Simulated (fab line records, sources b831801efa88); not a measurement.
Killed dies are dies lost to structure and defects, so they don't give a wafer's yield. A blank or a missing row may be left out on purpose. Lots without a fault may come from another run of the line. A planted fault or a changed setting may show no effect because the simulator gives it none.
One fault seen from 2 desks | flow sky130 | each desk has only its own numbers; what lay behind them comes last

THE TOOL OWNER'S DESK: hdpcvd-01
The tool's own readings at SKY_VIA3_HDPCVD_00 (deposits SiO2, target thk 1635 nm, time 272.5 s): means of the sampled wafers that have a number, for each lot that ran on this tool. A lot is out of limits, marked OUT, if its mean lies more than 4 standard deviations from the usual mean; the brackets give that distance.
Columns: A = run_length_s at SKY_VIA3_HDPCVD_00, usual 300.6 s
lot  | first seen here | A
L173 | day 39 05:44    | 300.9
L180 | day 41 02:50    | 300.8
L188 | day 43 00:28    | 314.1 (+27) OUT
L189 | day 43 04:55    | 327.2 (+53) OUT
This desk's finding: out of limits on L188, L189; first on L188, day 43 00:28 (run_length_s at SKY_VIA3_HDPCVD_00). In limits: L173, L180.

THE METROLOGY DESK
What the gauges read, lot by lot, whatever tool the lot ran on: means of the sampled wafers that have a number. A lot is out of limits, marked OUT, if its mean lies more than 4 standard deviations from the usual mean; the brackets give that distance.
Columns: A = CAPM_CVD_00_THK at SKY_CAPM_THK_MEAS_01, usual 15.41 nm; B = VIA3_HDPCVD_THK at SKY_VIA3_THK_MEAS_01, usual 1640 nm
lot  | first seen here | A     | B
L173 | day 37 02:05    | 15.24 | 1653
L175 | day 38 00:37    | 15.16 | 1642
L176 | day 38 10:41    | 15.30 | 1639
L177 | day 38 10:45    | 15.65 | 1644
L180 | day 38 23:56    | 15.57 | 1628
L185 | day 40 02:19    | 15.38 | 1627
L188 | day 40 23:45    | 15.10 | 1689
L189 | day 41 03:10    | 15.30 | 1791 (+8.0) OUT
L192 | day 42 01:19    | 15.49 | 1648
L193 | day 42 14:31    | 15.50 | 1631
L195 | day 42 22:14    | 15.57 | 1645
This desk's finding: out of limits on L189; first on L189, day 43 05:05 (VIA3_HDPCVD_THK at SKY_VIA3_THK_MEAS_01). In limits: L173, L175, L176, L177, L180, L185, L188, L192, L193, L195.

PUT TOGETHER
The tool owner's desk could have raised an alarm at day 43 00:28, on L188, L189.
The metrology desk could have raised an alarm at day 43 05:05, on L189.
The metrology desk has L188 on record, within its limits.
Of the lots named, all ran SKY_VIA3_HDPCVD_00 on hdpcvd-01.

WHAT THE SIMULATOR HAD PUT IN
Process parameter drift: hdpcvd-01, from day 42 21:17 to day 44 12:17, at SKY_VIA3_HDPCVD_00. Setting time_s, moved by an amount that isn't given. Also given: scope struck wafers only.
Lots struck among those shown: L188, L189.
Hours from the fault's start to each desk's first reading out of limits: the tool owner's desk, 3; the metrology desk, 8.
